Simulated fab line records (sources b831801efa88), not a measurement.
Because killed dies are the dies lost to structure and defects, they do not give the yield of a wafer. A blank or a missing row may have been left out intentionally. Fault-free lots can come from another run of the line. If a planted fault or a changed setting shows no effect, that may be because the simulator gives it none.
The tool behind it: which one? -- flow sfq-line -- 42 wafers from 14 lots sampled at 6 of the route's 325 steps

WHAT THE GAUGES READ, wafer by wafer
No reading from a measuring or inspecting step in the record can be judged against a usual standard deviation.

WHAT TOOL EACH LOT RAN ON (gives the tool, then ch and the chambers of the sampled wafers, and finally the start)
lot,SFQ_TRILAYER_M5_STRIP_STRIP_127,SFQ_TRILAYER_R5_DEP_SPUTTER_134,SFQ_TRILAYER_R5_ETCH_METAL_ETCH_139,SFQ_TRILAYER_C5_BARC_OPEN_VIA_ETCH_210,SFQ_TRILAYER_C5_ETCH_VIA_ETCH_154,SFQ_TRILAYER_M6_LITHO_EXPOSE_160
L527,"rie-metal-01 ch 0,1, day 47 08:19","pvd-sputter-04, day 48 04:52","rie-metal-04 ch 0,1, day 53 23:23","rie-diel-04 ch 0,1,3, day 59 16:41","rie-diel-04 ch 0,1,3, day 59 16:43","krf-scanner-01 ch 0, day 64 10:41"
L528,"rie-metal-04 ch 0,1, day 48 03:31","pvd-sputter-06, day 48 16:52","rie-metal-04 ch 0,1, day 54 13:55","rie-diel-01 ch 1,2,3, day 60 04:05","rie-diel-01 ch 1,2,3, day 60 04:07","krf-scanner-01 ch 0, day 65 02:05"
L530,"rie-metal-03 ch 0,1, day 49 08:19","pvd-sputter-03, day 49 13:52","rie-metal-04 ch 0,1, day 55 12:43","rie-diel-04 ch 0,2,3, day 61 09:44","rie-diel-04 ch 0,2,3, day 61 09:46","krf-scanner-01 ch 0, day 66 04:41"
L534,"rie-metal-03 ch 0,1, day 50 05:55","pvd-sputter-03, day 50 11:03","rie-metal-01 ch 0, day 56 15:11","rie-diel-04 ch 0,1,3, day 62 02:39","rie-diel-04 ch 0,1,3, day 62 02:41","krf-scanner-01 ch 0, day 66 22:29"
L536,"rie-metal-04 ch 0,1, day 52 17:25","pvd-sputter-03, day 52 22:21","rie-metal-04 ch 0,1, day 58 13:31","rie-diel-02 ch 2,3, day 63 13:27","rie-diel-02 ch 2,3, day 63 13:29","krf-scanner-02, day 68 09:29"
L537,"rie-metal-03 ch 0,1, day 53 01:37","pvd-sputter-06, day 53 06:56","rie-metal-01 ch 0,1, day 58 21:53","rie-diel-04 ch 0,2,3, day 63 22:58","rie-diel-04 ch 0,2,3, day 63 23:00","krf-scanner-02, day 68 22:29"
L541,"rie-metal-03 ch 0,1, day 54 13:02","pvd-sputter-03, day 54 19:51","rie-metal-04 ch 0,1, day 60 06:17","rie-diel-02 ch 0,2,3, day 65 09:17","rie-diel-02 ch 0,2,3, day 65 09:19","krf-scanner-02 ch 0, day 70 05:29"
L542,"rie-metal-01 ch 0,1, day 54 14:26","pvd-sputter-04, day 54 20:58","rie-metal-02 ch 0,1, day 60 09:55","rie-diel-01 ch 0,2, day 65 14:05","rie-diel-01 ch 0,2, day 65 14:07","krf-scanner-02 ch 0, day 70 10:41"
L543,"rie-metal-04 ch 1, day 57 01:05","pvd-sputter-06, day 57 06:34","rie-metal-01 ch 0,1, day 62 04:46","rie-diel-04 ch 0,2,3, day 67 05:41","rie-diel-04 ch 0,2,3, day 67 05:43","krf-scanner-01 ch 0, day 71 12:49"
L544,"rie-metal-03 ch 0,1, day 57 14:16","pvd-sputter-03, day 57 19:25","rie-metal-02 ch 0,1, day 62 14:22","rie-diel-02 ch 0,1,2, day 67 08:05","rie-diel-02 ch 0,1,2, day 67 08:08","krf-scanner-01 ch 0, day 71 15:25"
L545,"rie-metal-04 ch 0,1, day 57 20:31","pvd-sputter-06, day 58 04:10","rie-metal-01 ch 0,1, day 62 20:23","rie-diel-01 ch 0,3, day 67 21:18","rie-diel-01 ch 0,3, day 67 21:20","krf-scanner-01 ch 0, day 72 03:37"
L547,"rie-metal-04 ch 0,1, day 58 19:08","pvd-sputter-06, day 59 10:10","rie-metal-04 ch 0,1, day 64 04:46","rie-diel-01 ch 0,2,3, day 73 10:23","rie-diel-01 ch 0,2,3, day 73 10:26","krf-scanner-01 ch 0, day 73 13:08"
L548,"rie-metal-04 ch 0, day 58 22:17","pvd-sputter-04, day 59 13:10","rie-metal-02 ch 0,1, day 64 09:41","rie-diel-04 ch 0,1,3, day 73 12:47","rie-diel-04 ch 0,1,3, day 73 12:50","krf-scanner-01 ch 0, day 73 14:54"
L550,"rie-metal-01 ch 1, day 59 13:50","pvd-sputter-03, day 60 01:10","rie-metal-04 ch 0,1, day 64 22:53","rie-diel-02 ch 1,2,3, day 73 19:59","rie-diel-02 ch 1,2,3, day 73 20:02","krf-scanner-01 ch 0, day 73 23:04"
- SFQ_TRILAYER_M5_STRIP_STRIP_127: strips in O2.
- SFQ_TRILAYER_R5_DEP_SPUTTER_134: material Ti, target thk 5 nm, time 5 s.
- SFQ_TRILAYER_R5_ETCH_METAL_ETCH_139: etches the open film in Cl2, stops on SiO2, target depth 60 nm, time 40 s.
- SFQ_TRILAYER_C5_BARC_OPEN_VIA_ETCH_210: etches BARC in O2, target depth 125 nm, time 41.7 s.
- SFQ_TRILAYER_C5_ETCH_VIA_ETCH_154: etches SiO2 in CHF3, stops on Nb, target depth 84 nm.
- SFQ_TRILAYER_M6_LITHO_EXPOSE_160: exposes mask M6, target cd 500 nm.

WHAT THE TOOLS THEMSELVES READ (means of the sampled wafers that have a number; where no wafer has one, the mark that the record gives instead)
SFQ_TRILAYER_M5_STRIP_STRIP_127. Usual: drypump-motor-current-A 5.66 A, standard deviation 0.3; oes-product-au 1.004 a.u., standard deviation 0.0067.
lot,tool,drypump-motor-current-A (A),oes-product-au (a.u.),flag
L527,rie-metal-01,5.62,0.997,
L528,rie-metal-04,5.81,1.003,
L530,rie-metal-03,5.35,1.004,
L534,rie-metal-03,5.38,1.009,
L536,rie-metal-04,5.98,1.004,
L537,rie-metal-03,5.36,1.009,
L541,rie-metal-03,5.37,0.998,
L542,rie-metal-01,5.77,0.999,
L543,rie-metal-04,5.65,1.008,
L544,rie-metal-03,5.37,1.003,
L545,rie-metal-04,5.80,1.004,
L547,rie-metal-04,5.82,1.009,
L548,rie-metal-04,6.10,1.013,
L550,rie-metal-01,5.48,0.999,

SFQ_TRILAYER_R5_DEP_SPUTTER_134. Usual: throttle-valve-pct 30.6 %, standard deviation 1.
lot,tool,throttle-valve-pct (%),flag
L527,pvd-sputter-04,31.2,
L528,pvd-sputter-06,30.5,
L530,pvd-sputter-03,30.7,
L534,pvd-sputter-03,30.9,
L536,pvd-sputter-03,30.2,
L537,pvd-sputter-06,31.9,
L541,pvd-sputter-03,30.5,
L542,pvd-sputter-04,30.2,
L543,pvd-sputter-06,30.7,
L544,pvd-sputter-03,30.5,
L545,pvd-sputter-06,30.8,
L547,pvd-sputter-06,31.7,
L548,pvd-sputter-04,31.4,
L550,pvd-sputter-03,30.3,

SFQ_TRILAYER_R5_ETCH_METAL_ETCH_139. Usual: bias-w 82.50 W, standard deviation 0.24; chamber-pressure-mTorr 9.999 mTorr, standard deviation 0.0096; drypump-motor-current-A 5.6 A, standard deviation 0.45; oes-product-au 0.994 a.u., standard deviation 0.005.
lot,tool,bias-w (W),chamber-pressure-mTorr (mTorr),drypump-motor-current-A (A),oes-product-au (a.u.),flag
L527,rie-metal-04,82.48,10.008,6.0,0.995,
L528,rie-metal-04,82.70,9.998,5.9,0.991,
L530,rie-metal-04,82.58,10.005,5.8,0.992,
L534,rie-metal-01,82.72,10.001,5.9,0.993,
L536,rie-metal-04,82.53,9.999,6.0,0.998,
L537,rie-metal-01,82.26,10.000,5.8,0.994,
L541,rie-metal-04,82.55,10.010,5.8,1.001,
L542,rie-metal-02,82.62,9.989,4.9,0.993,
L543,rie-metal-01,82.49,10.003,5.8,0.995,
L544,rie-metal-02,82.61,9.987,4.9,0.990,
L545,rie-metal-01,82.20,10.000,5.6,0.990,
L547,rie-metal-04,82.62,10.003,6.0,0.994,
L548,rie-metal-02,82.38,9.993,5.2,0.997,
L550,rie-metal-04,82.54,9.999,6.0,0.998,

SFQ_TRILAYER_C5_BARC_OPEN_VIA_ETCH_210. Usual: bias-w 80.01 W, standard deviation 0.22; chamber-pressure-mTorr 29.999 mTorr, standard deviation 0.029; drypump-motor-current-A 5.6 A, standard deviation 0.33; oes-product-au 0.685 a.u., standard deviation 0.0045.
lot,tool,bias-w (W),chamber-pressure-mTorr (mTorr),drypump-motor-current-A (A),oes-product-au (a.u.),flag
L527,rie-diel-04,80.05,30.003,5.6,0.684,
L528,rie-diel-01,79.97,29.991,5.6,0.690,
L530,rie-diel-04,79.94,29.993,5.7,0.688,
L534,rie-diel-04,80.26,29.992,5.6,0.686,
L536,rie-diel-02,-,-,-,-,OFF
L537,rie-diel-04,-,-,-,-,OFF
L541,rie-diel-02,80.15,30.031,5.3,0.683,
L542,rie-diel-01,80.02,29.979,6.0,0.686,
L543,rie-diel-04,80.07,30.001,5.8,0.683,
L544,rie-diel-02,79.91,29.992,5.4,0.684,
L545,rie-diel-01,79.84,30.000,6.0,0.687,
L547,rie-diel-01,79.89,29.989,5.9,0.679,
L548,rie-diel-04,79.97,29.972,5.6,0.688,
L550,rie-diel-02,79.94,29.977,5.3,0.689,

SFQ_TRILAYER_C5_ETCH_VIA_ETCH_154. Usual: bias-w 80.02 W, standard deviation 0.24; chamber-pressure-mTorr 29.996 mTorr, standard deviation 0.026; drypump-motor-current-A 5.6 A, standard deviation 0.33; oes-product-au 0.895 a.u., standard deviation 0.0082.
lot,tool,bias-w (W),chamber-pressure-mTorr (mTorr),drypump-motor-current-A (A),oes-product-au (a.u.),flag
L527,rie-diel-04,80.07,30.000,5.6,0.894,
L528,rie-diel-01,80.00,29.977,5.6,0.891,
L530,rie-diel-04,79.85,30.023,5.8,0.889,
L534,rie-diel-04,79.98,29.989,5.6,0.894,
L536,rie-diel-02,79.66,29.981,5.3,0.371,OFF
L537,rie-diel-04,80.12,29.991,5.8,0.375,OFF
L541,rie-diel-02,79.91,29.975,5.3,0.893,
L542,rie-diel-01,79.88,30.004,6.0,0.903,
L543,rie-diel-04,80.09,29.971,5.8,0.895,
L544,rie-diel-02,80.28,29.997,5.4,0.888,
L545,rie-diel-01,79.87,29.986,6.0,0.903,
L547,rie-diel-01,79.77,30.010,5.9,0.896,
L548,rie-diel-04,80.13,30.001,5.6,0.894,
L550,rie-diel-02,80.06,30.009,5.4,0.897,

SFQ_TRILAYER_M6_LITHO_EXPOSE_160. Usual: exposure-dose-mJ-cm2 14.403, standard deviation 0.013; focus-offset-nm 0.0 nm, standard deviation 0.56.
lot,tool,exposure-dose-mJ-cm2,focus-offset-nm (nm),flag
L527,krf-scanner-01,14.409,-0.0,
L528,krf-scanner-01,14.418,0.1,
L530,krf-scanner-01,14.391,-0.5,
L534,krf-scanner-01,14.397,-0.2,
L536,krf-scanner-02,-,-,OFF
L537,krf-scanner-02,-,-,OFF
L541,krf-scanner-02,14.375,-0.6,
L542,krf-scanner-02,14.414,0.0,
L543,krf-scanner-01,14.422,-0.5,
L544,krf-scanner-01,14.403,0.6,
L545,krf-scanner-01,14.403,0.2,
L547,krf-scanner-01,14.405,1.0,
L548,krf-scanner-01,14.402,0.1,
L550,krf-scanner-01,14.415,0.2,

THE ANSWER, worked out from the rows above alone
Rule: take the mean of a lot's wafers that have a number; if it is more than 3 standard deviations from the usual mean, the lot is off. Also off: a lot with no number at a reading for which 4 or more lots have one. The other lots that the step has rows for count as sound. Order of review: gauges by route order, followed by the tools' own readings, for which a lot's mean as printed above is used. At the first step where some lot is off, the reading lying furthest off is the one used; lots without a number count as furthest.
Off, at SFQ_TRILAYER_C5_BARC_OPEN_VIA_ETCH_210 on bias-w: L536, L537. Without a number there: L536, L537.
A tool fits if, at that step or a process step before it, it ran every lot that is off, and no sound lot after the first of them. Of those tried, none fits.

WHAT WAS PUT IN BY THE SIMULATOR
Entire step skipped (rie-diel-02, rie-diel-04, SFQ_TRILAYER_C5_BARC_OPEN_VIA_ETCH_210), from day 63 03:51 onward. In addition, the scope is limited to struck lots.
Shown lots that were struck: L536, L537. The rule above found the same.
